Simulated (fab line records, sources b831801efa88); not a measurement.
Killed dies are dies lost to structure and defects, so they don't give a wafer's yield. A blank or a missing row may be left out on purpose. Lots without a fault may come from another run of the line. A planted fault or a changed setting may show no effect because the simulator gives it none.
A struck lot beside a sound one | flow sfq_line | 13 steps out of a route of 325
Sound: wafers L478.2, L478.4, L478.6. Struck: wafer L488.3. (L488.2, L488.6 of the same lot were not struck and are left out.) The cause comes at the end.
At each step with rows: each side's tool, then ch and its chambers, then its first start. Under that, the readings that differ: sound wafers | struck wafers | difference of the means | sigmas: that difference in standard deviations of wafers without a fault.
alike: readings whose means differ by less than 2 such deviations, and words and numbers that are the same on both sides. not compared: withheld readings, readings that some wafer has no value for, bounds like >300 that may hide the same value, and numbers for which the record gives no deviation and whose values overlap.
The two part at a step that has a row with sigmas, a row that says differs or no value, or rows on one side only. Numbers that don't overlap but have no deviation are shown without sigmas and don't part them. A reading that every wafer of one side lacks parts them only if that side has two wafers or more.

first, 1 step without rows for these wafers: SFQ_TRILAYER_M4_DEP_PRE_CLEAN_092 (time 22.5 s).
SFQ_TRILAYER_M4_DEP_SPUTTER_091: material Nb, target thk 200 nm, time 133.3 s.
  sound on pvd_sputter-05, day 37 00:58; struck on pvd_sputter-06, day 40 15:57
  alike: throttle_valve_pct
SFQ_M4_RS_MEAS_924: measures by four-point-probe.
  sound on film_metro-03, day 37 01:05; struck on film_metro-01, day 40 16:04
  alike: M4_NB_RS
then, 6 steps without rows for these wafers: SFQ_TRILAYER_M4_LITHO_COAT_098 (resist thk 62 nm); SFQ_TRILAYER_M4_LITHO_COAT_093 (resist thk 600 nm); SFQ_TRILAYER_M4_LITHO_SOFTBAKE_097; SFQ_TRILAYER_M4_LITHO_EXPOSE_094 (exposes mask M4, target cd 500 nm); SFQ_TRILAYER_M4_LITHO_PEB_096 (peb time 60 s); SFQ_TRILAYER_M4_LITHO_DEVELOP_095 (time 60 s).
SFQ_M4_OVL_MEAS_926:
  sound on overlay-02, day 39 12:19; struck on overlay-01, day 42 14:37
  alike: M4_OVL
SFQ_TRILAYER_M4_BARC_OPEN_METAL_ETCH_123: etches BARC in O2, target depth 125 nm, time 41.7 s.
  sound on rie_metal-01 ch 0,1, day 39 12:20; struck on rie_metal-04 ch 1, day 42 14:38
  alike: drypump_motor_current_A, oes_product_au
  not compared: rf_hours_counter_h
SFQ_TRILAYER_M4_ETCH_METAL_ETCH_096: etches Nb in Cl2/Ar, stops on SiO2, target depth 240 nm, time 120 s.
  sound on rie_metal-01 ch 0,1, day 39 12:24; struck on rie_metal-04 ch 1, day 42 14:42
  reading                                             | sound             | struck | difference | sigmas
  model.KrF_of_TRILAYER_M4_LITHO_COAT_093.thk_nm (nm) | 384.5 380.8 385.7 | 327.7  | -56.0      |
  model.M4.feature_depth_nm (nm)                      | 197.4 200.6 198.9 | 211.4  | +12.4      |
  model.SiO2_of_TRILAYER_I3_DEP_PECVD_081.thk_nm (nm) | 191.7 189.5 189.2 | 182.3  | -7.8       |
  alike: drypump_motor_current_A, oes_product_au
  not compared: rf_hours_counter_h
SFQ_TRILAYER_M4_STRIP_STRIP_097: strips in O2.
  sound on rie_metal-01 ch 0,1, day 39 12:32; struck on rie_metal-04 ch 1, day 42 14:49
  alike: drypump_motor_current_A, oes_product_au
  not compared: rf_hours_counter_h

WHERE THEY PART
Nowhere in this record.

WHY: what the simulator had put in
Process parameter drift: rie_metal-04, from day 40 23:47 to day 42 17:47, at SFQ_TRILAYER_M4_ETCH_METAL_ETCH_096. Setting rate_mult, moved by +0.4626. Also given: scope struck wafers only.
